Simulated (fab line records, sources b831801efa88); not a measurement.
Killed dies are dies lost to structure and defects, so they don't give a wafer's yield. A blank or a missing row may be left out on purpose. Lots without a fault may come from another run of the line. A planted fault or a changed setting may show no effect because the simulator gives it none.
Problem report in the 8D (eight disciplines) form, filled by code | flow sky130 | the parts of the form that need people (team, actions taken, sign-off) are left out

1. THE PROBLEM
oes_product_au at SKY_POLY_GATE_ETCH_17 reads a mean of 0.880 a.u. on 4 wafers of 3 lots; wafers without a fault read 0.987 a.u. with a standard deviation of 0.0086. That is -12 standard deviations from the usual mean.
The step: etches poly-Si in HBr/Cl2, stops on SiO2, target depth 180 nm, time 70.5 s.
First seen on wafer L433.6, day 22 12:22, on rie_si-01. The record holds 43 wafers of 15 lots with a number at this step. Rule for "out", or "out of limits": more than 4 standard deviations from the usual mean. The other wafers with a number count as sound.

2. WHAT IT IS AND WHAT IT IS NOT
question                    | is                             | is not
which readings at this step | oes_product_au                 | drypump_motor_current_A, throttle_valve_pct
which lots                  | L433, L435, L437               | L418, L419, L420, L422, L425, L427, L428, L429, L430, L431, L432, L434
which wafers of those lots  | L433.6, L435.4, L437.4, L437.6 | L433.3, L433.5, L435.1
read on which tools         | rie_si-01                      | rie_si-02
when                        | from day 22 12:22              | up to then (35 sound wafers); but 4 sound wafers of L434, L435 came after

3. SUSPECTS, AND WHAT RULES EACH OUT
Counting: a tool at a process step up to the reading stays a suspect if it ran every lot that is out. Sound lots after the first of them don't rule it out here, since some wafers of a struck lot are sound.
- rie_si-01 at SKY_POLY_GATE_ETCH_17 (etches poly-Si in HBr/Cl2, stops on SiO2, target depth 180 nm, time 70.5 s): kept. It ran every lot that is out, first L433 (day 22 12:22); its last sound lot up to then is L432 (day 21 22:56). Its own readings are out on those wafers: oes_product_au.
Left after counting: rie_si-01 at SKY_POLY_GATE_ETCH_17.

4. THE CAUSE (what the simulator had put in)
Process parameter drift: rie_si-01, from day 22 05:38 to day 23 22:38, at SKY_POLY_GATE_ETCH_17. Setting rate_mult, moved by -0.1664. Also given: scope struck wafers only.
Counting left only this tool.

5. THE CHAIN OF EFFECTS, in route order
Each row: a reading whose mean over the struck wafers that have a number lies more than 3 standard deviations from the usual. Only readings for which the record gives a usual standard deviation are gone through. hours: the time from each lot's start at the first step in this table that gives one to its start at this step, as a median over the lots. sigmas: the change in usual standard deviations.
hours | step                   | reading                  | usual      | on struck wafers | change | sigmas
0     | SKY_POLY_GATE_ETCH_17  | oes_product_au           | 0.987 a.u. | 0.880            | -0.107 | -12
0     | SKY_POLY_GATE_STRIP_18 | strip_time_to_endpoint_s | 3.13 s     | 3.35             | +0.23  | +4.1
The process steps in it:
- SKY_POLY_GATE_ETCH_17: etches poly-Si in HBr/Cl2, stops on SiO2, target depth 180 nm, time 70.5 s.
- SKY_POLY_GATE_STRIP_18: strips in O2/N2.

6. WHAT WOULD HAVE CAUGHT IT SOONER
In this record the first reading out of limits was taken at day 22 12:22, 7 hours after the fault began at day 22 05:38.
